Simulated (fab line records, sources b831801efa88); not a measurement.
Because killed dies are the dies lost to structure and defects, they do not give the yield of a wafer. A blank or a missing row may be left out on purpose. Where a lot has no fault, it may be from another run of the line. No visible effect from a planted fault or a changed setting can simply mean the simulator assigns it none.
Matching of chambers ; flow sky130 ; 4 sister chambers for SKY_VIA1_CMP_02 on cmp-02
The step polishes SiO2. 8 wafers are shown with their chamber, then 11 later ones without.

== WAFERS WITH THEIR CHAMBER ==
wafer;chamber;motorCurrentA (A);platenRpm (rpm)
L080.4;0;11.8;59.98
L088.1;1;13.3;60.02
L088.5;0;12.4;59.95
L088.6;1;13.3;60.01
L087.2;2;14.0;60.00
L087.3;3;13.0;60.01
L087.5;2;14.4;59.97
L090.4;3;13.3;60.04

== WAFERS WHOSE CHAMBER IS MISSING ==
wafer;motorCurrentA (A);platenRpm (rpm)
L090.5;13.3;60.03
L090.6;14.2;60.11
L089.2;14.8;60.06
L089.4;12.8;59.94
L089.5;11.6;60.01
L094.1;13.7;59.96
L094.3;11.6;60.03
L094.6;13.1;59.98
L097.1;11.6;60.04
L097.2;13.8;60.01
L097.5;12.8;59.99

== CHAMBER TAKEN BY EACH ==
wafer;from the rows above;in truth
L090.5;can't be placed: 3 or 1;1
L090.6;can't be placed: 3 or 1 or 2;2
L089.2;can't be placed: 2 or 1 or 3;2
L089.4;can't be placed: 0 or 1 or 3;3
L089.5;0;0
L094.1;can't be placed: 2 or 1 or 3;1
L094.3;can't be placed: 0 or 3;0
L094.6;can't be placed: 1 or 3 or 0 or 2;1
L097.1;can't be placed: 0 or 3 or 1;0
L097.2;can't be placed: 1 or 2 or 3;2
L097.5;can't be placed: 1 or 3 or 0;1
1 of 11 placed correctly. From these rows, 10 cannot be placed; in 10 the true chamber is one of the candidates. Wrongly placed: 0.
How it was worked out, from the rows above alone: a wafer's distance from a chamber is the root of the sum, over the readings, of the square of ((its reading less the chamber's mean) divided by the reading's scatter). The wafer belongs to the nearest chamber; if the next one is less than 2 further off, it can't be placed. Each chamber's mean is taken over the wafers shown for it. How the scatter is found: for the shown wafers, subtract from each reading the mean of its chamber, square and add these, divide the total by (wafers less chambers), then take the root.
